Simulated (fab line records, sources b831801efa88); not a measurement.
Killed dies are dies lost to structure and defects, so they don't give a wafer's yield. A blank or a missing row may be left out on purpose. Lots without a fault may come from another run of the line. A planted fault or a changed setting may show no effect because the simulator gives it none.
fab line records | flow sky130
record lots=6 wafers=18 last_day=49
route steps=708 shown POLY_GATE@235 LDD_N@237 PAD_OPEN@708
lots that met no fault: from a run of the same line without faults
start_h: hours from the record's first day to the start of the lot's first wafer shown | wait_h: hours since the lot's step before | " the same as in the row above | L1.1+2: a row that stands for several wafers | - no value, or no start given | * or withheld: withheld | < > ~ a bound
route shown NAME@n: a module of which the file shows steps, and the number in the route of the first | usual: mean/standard deviation of fault-free wafers | same: alike in all rows | chamber/n: place in a boat | sites: the reading at each site | _std_site: their standard deviation | _edge_site: outer sites' mean less inner sites' | radius_mm: how far each site lies from the wafer's centre | mask NAME#n: copy n | behind: the tool/chamber that last shaped the wafer | hold: why the lot was held/for how many hours/how that ended | device: the transistor (n, p or np) that didn't switch | end of line: the same wafers' tests at the end of the route | a step without rows: its recipe alone | killed: dies lost to structure and defects at the first sort, not the wafer's yield | map: a wafer's dies, x killed, . not, _ none there
set.NAME: the setting as run; set.NAME@STEP: as run at that earlier step | model.NAME: the simulator's own value behind a step, which no gauge read
lots at some steps of the route; a table a step, a row a wafer
services: from which hour (start_h, from the record's first day; less than 0 if before it) a tool's chamber was out of use, for how many hours, and why
## steps
# step SKY_POLY_GATE_THK_MEAS_21
# recipe reads=SiO2_of_POLY_GATE_OXIDATION_20
# usual POLY_GATE_OXIDATION_THK=4.04/0.085
# columns lot.wafer tool chamber start_h wait_h POLY_GATE_OXIDATION_THK[nm]
L987.2 film_metro-03 - 428.51 0.0 4.02
L987.3 " - " " 3.83
L987.6 " - " " 3.92
L988.2 film_metro-03 - 443.20 0.0 3.93
L988.3 " - " " 3.95
L988.5 " - " " 3.97
L996.3 film_metro-03 - 513.60 0.0 4.00
L996.4 " - " " 3.99
L996.5 " - " " 3.91
L997.2 film_metro-02 - 516.09 0.0 4.14
L997.3 " - " " 4.07
L997.5 " - " " 4.14
L999.1 film_metro-03 - 518.77 0.0 4.18
L999.3 " - " " 4.18
L999.6 " - " " 4.13
L100.1 film_metro-03 - 524.97 0.0 4.19
L100.2 " - " " 4.17
L100.5 " - " " 4.11
# step SKY_POLY_GATE_CD_MEAS_22
# usual cd_nm=150.3/2
# columns lot.wafer tool chamber start_h wait_h cd_nm
L987.2 cd_sem-01 - 428.59 0.1 150.6
L987.3 " - " " 150.3
L987.6 " - " " 150.5
L988.2 cd_sem-02 - 443.28 0.1 151.7
L988.3 " - " " 149.8
L988.5 " - " " 149.9
L996.3 cd_sem-01 - 513.70 0.1 149.9
L996.4 " - " " 150.3
L996.5 " - " " 150.3
L997.2 cd_sem-02 - 516.16 0.1 148.3
L997.3 " - " " 149.0
L997.5 " - " " 145.7
L999.1 cd_sem-01 - 518.83 0.1 153.0
L999.3 " - " " 150.0
L999.6 " - " " 152.8
L100.1 cd_sem-01 - 525.03 0.1 149.6
L100.2 " - " " 151.3
L100.5 " - " " 151.3
# step SKY_LDD_N_DEHYDRATE_00
# recipe temp_c=200 time_s=60
# step SKY_LDD_N_HMDS_01
# recipe prime_time_s=60 prime_temp_c=120
# step SKY_LDD_N_COAT_02
# recipe resist=NOVOLAK spin_rpm=3000 resist_thk_nm=300
# step SKY_LDD_N_SOFTBAKE_03
# recipe temp_c=90 time_s=60 resist=NOVOLAK
# step SKY_LDD_N_EXPOSE_04
# recipe mask_id=NTM target_cd_nm=840 na=0.6 source_shape=conventional sigma_outer=0.6 dose_mj=110
# step SKY_LDD_N_PEB_05
# recipe temp_c=withheld time_s=* resist=NOVOLAK
# step SKY_LDD_N_DEVELOP_06
# recipe develop_time_s=60 dev_temp_c=23
# step SKY_LDD_N_OVL_MEAS_07
# usual LDD_N_OVL=-0.5/1.7
# columns lot.wafer tool chamber start_h wait_h LDD_N_OVL[nm]
L987.2 overlay-02 - 458.42 0.1 -1.8
L987.3 " - " " -2.2
L987.6 " - " " -1.9
L988.2 overlay-01 - 473.24 0.1 -0.9
L988.3 " - " " -2.0
L988.5 " - " " -1.3
L996.3 overlay-01 - 543.92 0.1 0.0
L996.4 " - " " 1.9
L996.5 " - " " 0.9
L997.2 overlay-01 - 546.27 0.1 0.4
L997.3 " - " " -0.2
L997.5 " - " " -1.5
L999.1 overlay-02 - 549.06 0.1 1.5
L999.3 " - " " 0.2
L999.6 " - " " 0.3
L100.1 overlay-01 - 555.03 0.1 2.7
L100.2 " - " " -0.6
L100.5 " - " " 2.4
# step SKY_LDD_N_IMPLANT_08
# recipe species=As energy_kev=20 dose_cm2=7.5e+13 tilt_deg=withheld rotation_deg=23
# step SKY_LDD_N_IMPLANT_09
# recipe species=As energy_kev=20 dose_cm2=7.425e+13 tilt_deg=withheld rotation_deg=113
# step SKY_LDD_N_IMPLANT_10
# recipe species=As energy_kev=20 dose_cm2=7.5e+13 tilt_deg=withheld rotation_deg=203
# usual dose_ions_cm2=7.501e+13/9e+10
# columns lot.wafer tool chamber start_h wait_h dose_ions_cm2
L987.2 implanter-02 0 458.77 0.1 7.479e+13
L987.3 " 0 " " 7.5e+13
L987.6 " 0 " " 7.505e+13
L988.2 implanter-04 0 473.60 0.1 7.496e+13
L988.3 " 0 " " 7.51e+13
L988.5 " 0 " " 7.494e+13
L996.3 implanter-02 0 544.30 0.1 7.317e+13
L996.4 " 0 " " 7.313e+13
L996.5 " 0 " " 7.308e+13
L997.2 implanter-02 0 546.62 0.1 7.315e+13
L997.3 " 0 " " 7.32e+13
L997.5 " 0 " " 7.308e+13
L999.1 implanter-01 0 549.40 0.1 7.507e+13
L999.3 " 0 " " 7.506e+13
L999.6 " 0 " " 7.491e+13
L100.1 implanter-04 0 555.37 0.1 7.52e+13
L100.2 " 0 " " 7.498e+13
L100.5 " 0 " " 7.499e+13
# step SKY_LDD_N_IMPLANT_11
# recipe species=As energy_kev=20 dose_cm2=7.5e+13 tilt_deg=withheld rotation_deg=293
# step SKY_PAD_OPEN_PROBE_99
# usual killed_at_M0_to_M3=44/7.4 killed_at_M4_up=3.2/2 killed_at_contacts=24/5.1 killed_at_front_end=15/4.8 killed_at_other=0.2/0.46 killed_dies=86/10 killed_open=47/7.5 killed_short=39/7
# same gross_dies=492 killed_at_back_side=0
# columns lot.wafer tool chamber start_h wait_h killed_at_M0_to_M3 killed_at_M4_up killed_at_contacts killed_at_front_end killed_at_other killed_dies killed_open killed_short
L987.2 prober-02 - 1117.75 0.1 48 1 21 28 0 98 49 49
L987.3 prober-02 - 1117.80 0.2 47 3 31 16 0 97 56 41
L987.6 prober-02 - 1117.95 0.2 45 2 12 10 0 69 35 34
L988.2 prober-01 - 1128.82 0.1 32 5 33 8 0 78 44 34
L988.3 prober-01 - 1128.87 0.2 47 0 21 15 0 83 52 31
L988.5 prober-01 - 1128.97 0.2 32 1 31 9 0 73 39 34
L996.3 prober-01 - 1169.31 0.2 46 3 16 12 1 78 50 27
L996.4 prober-01 - 1169.36 0.2 57 5 25 18 1 106 61 45
L996.5 prober-01 - 1169.41 0.2 41 4 20 18 0 83 43 40
L997.2 prober-01 - 1172.63 0.1 46 1 27 12 1 87 50 37
L997.3 prober-01 - 1172.68 0.2 35 3 23 16 0 77 36 41
L997.5 prober-01 - 1172.78 0.2 48 8 20 15 0 91 55 36
L999.1 prober-02 - 1173.44 0.1 33 5 28 14 0 80 42 38
L999.3 prober-02 - 1173.54 0.2 41 6 27 17 0 91 54 37
L999.6 prober-02 - 1173.69 0.2 41 3 20 16 0 80 35 45
L100.1 prober-01 - 1174.72 0.1 60 3 19 19 1 102 53 49
L100.2 prober-01 - 1174.77 0.1 46 6 17 9 0 78 43 35
L100.5 prober-01 - 1174.92 0.2 48 2 23 15 1 89 51 38
# killed by level:class
L987.2 VIA1:geometric_particle:open=13 POLY_GATE:geometric_particle:short=9 CONTACT:geometric_particle:open=8 VIA1:geometric_particle:short=7 FIELD_ISO:geometric_particle:open=6 METAL1:geometric_particle:short=6 METAL2:geometric_particle:short=6 FIELD_ISO:geometric_particle:short=5
L987.3 VIA1:geometric_particle:open=11 LI_CONTACT:geometric_particle:open=9 CONTACT:geometric_particle:open=9 VIA2:geometric_particle:open=8 METAL1:geometric_particle:short=7 VIA3:geometric_particle:open=6 FIELD_ISO:geometric_particle:open=5 FIELD_ISO:geometric_particle:short=5
L987.6 VIA1:geometric_particle:open=12 VIA2:geometric_particle:open=10 FIELD_ISO:geometric_particle:short=6 VIA1:geometric_particle:short=4 METAL2:geometric_particle:short=4 VIA2:geometric_particle:short=4 LOCAL_INTERCONNECT:geometric_particle:short=3 CONTACT:geometric_particle:short=3
L988.2 CONTACT:geometric_particle:open=12 LI_CONTACT:geometric_particle:open=9 METAL1:geometric_particle:short=8 CONTACT:geometric_particle:short=7 VIA3:geometric_particle:open=7 POLY_GATE:geometric_particle:open=6 VIA1:geometric_particle:open=6 METAL4:geometric_particle:short=5
L988.3 LI_CONTACT:geometric_particle:open=8 VIA1:geometric_particle:open=8 VIA1:geometric_particle:short=8 VIA3:geometric_particle:open=7 CONTACT:geometric_particle:open=7 VIA2:geometric_particle:open=6 POLY_GATE:geometric_particle:open=5 METAL2:geometric_particle:short=4
L988.5 CONTACT:geometric_particle:open=13 CONTACT:geometric_particle:short=8 VIA2:geometric_particle:open=6 LI_CONTACT:geometric_particle:open=5 VIA1:geometric_particle:open=5 VIA1:geometric_particle:short=4 LOCAL_INTERCONNECT:geometric_particle:short=4 METAL2:geometric_particle:short=4
L996.3 VIA1:geometric_particle:open=12 VIA2:geometric_particle:open=9 VIA3:geometric_particle:open=9 CONTACT:geometric_particle:open=7 METAL2:geometric_particle:short=6 LI_CONTACT:geometric_particle:open=4 VIA1:geometric_particle:short=4 FIELD_ISO:geometric_particle:short=3
L996.4 VIA1:geometric_particle:open=16 VIA3:geometric_particle:open=10 LI_CONTACT:geometric_particle:open=9 FIELD_ISO:geometric_particle:short=7 FIELD_ISO:geometric_particle:open=7 CONTACT:geometric_particle:open=7 METAL2:geometric_particle:short=7 VIA1:geometric_particle:short=6
L996.5 VIA1:geometric_particle:open=16 FIELD_ISO:geometric_particle:short=8 CONTACT:geometric_particle:open=8 METAL2:geometric_particle:short=6 FIELD_ISO:geometric_particle:open=5 VIA1:geometric_particle:short=5 METAL4:geometric_particle:short=4 CONTACT:geometric_particle:short=4
L997.2 VIA1:geometric_particle:open=14 LI_CONTACT:geometric_particle:open=9 VIA3:geometric_particle:open=7 CONTACT:geometric_particle:open=6 CONTACT:geometric_particle:short=6 METAL2:geometric_particle:short=5 VIA2:geometric_particle:open=5 LI_CONTACT:geometric_particle:short=4
L997.3 VIA1:geometric_particle:short=7 FIELD_ISO:geometric_particle:open=6 CONTACT:geometric_particle:short=6 CONTACT:geometric_particle:open=6 VIA1:geometric_particle:open=5 METAL1:geometric_particle:short=5 LI_CONTACT:geometric_particle:open=4 METAL2:geometric_particle:short=4
L997.5 VIA1:geometric_particle:open=11 FIELD_ISO:geometric_particle:open=9 VIA2:geometric_particle:open=8 LI_CONTACT:geometric_particle:open=8 VIA3:geometric_particle:open=7 METAL4:geometric_particle:short=6 CONTACT:geometric_particle:open=5 FIELD_ISO:geometric_particle:short=4
L999.1 CONTACT:geometric_particle:open=10 CONTACT:geometric_particle:short=7 POLY_GATE:geometric_particle:open=6 VIA2:geometric_particle:open=6 LI_CONTACT:geometric_particle:open=5 POLY_GATE:geometric_particle:short=4 METAL2:geometric_particle:short=4 VIA1:geometric_particle:open=4
L999.3 CONTACT:geometric_particle:open=10 VIA1:geometric_particle:open=9 VIA3:geometric_particle:open=9 LOCAL_INTERCONNECT:geometric_particle:short=8 POLY_GATE:geometric_particle:short=5 LI_CONTACT:geometric_particle:open=5 METAL4:geometric_particle:short=5 METAL2:geometric_particle:short=5
L999.6 CONTACT:geometric_particle:open=10 VIA2:geometric_particle:open=10 VIA1:geometric_particle:short=7 FIELD_ISO:geometric_particle:short=5 LI_CONTACT:geometric_particle:short=5 POLY_GATE:geometric_particle:short=5 VIA1:geometric_particle:open=5 METAL2:geometric_particle:short=4
L100.1 VIA1:geometric_particle:open=13 CONTACT:geometric_particle:open=10 VIA2:geometric_particle:short=8 VIA2:geometric_particle:open=8 VIA3:geometric_particle:open=7 VIA3:geometric_particle:short=6 FIELD_ISO:geometric_particle:open=5 POLY_GATE:geometric_particle:short=5
L100.2 VIA1:geometric_particle:open=10 METAL2:geometric_particle:short=7 VIA3:geometric_particle:open=6 LI_CONTACT:geometric_particle:open=5 VIA2:geometric_particle:open=5 VIA3:geometric_particle:short=5 FIELD_ISO:geometric_particle:open=4 CONTACT:geometric_particle:open=4
L100.5 VIA1:geometric_particle:open=11 VIA3:geometric_particle:open=9 CONTACT:geometric_particle:open=8 FIELD_ISO:geometric_particle:open=6 LOCAL_INTERCONNECT:geometric_particle:short=6 LI_CONTACT:geometric_particle:open=5 METAL3:geometric_particle:short=5 VIA2:geometric_particle:open=4
## services
# columns tool chamber start_h hours kind
implanter-01 - 437.83 2.1 repair
implanter-01 - 526.18 19.2 repair
implanter-04 - 531.88 1.8 repair
implanter-01 - 545.43 3.0 pm
## key
first_sign step=SKY_LDD_N_IMPLANT_10 reading=dose_ions_cm2 direction=down sigmas=21 usual=* struck=*
effect none on later readings
met_at SKY_LDD_N_IMPLANT_10
struck_wafers L996.3,L996.4,L996.5,L997.2,L997.3,L997.5
tester_left_out L996,L997
onset_between 458.77 544.30
fault kind=process_parameter_drift tool=implanter-02 chamber=- onset_h=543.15 steps=SKY_LDD_N_IMPLANT_10 channel=dose_cm2 offset=* shape=step end_h=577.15 acts_in=* stated=*
# tester_left_out: of these lots the tester's yield and bins aren't shown, on N5 and GAA mostly nor the transistor test; their killed dies are dies lost to structure and defects alone, not to doping, threshold or leakage, so they don't give the yield
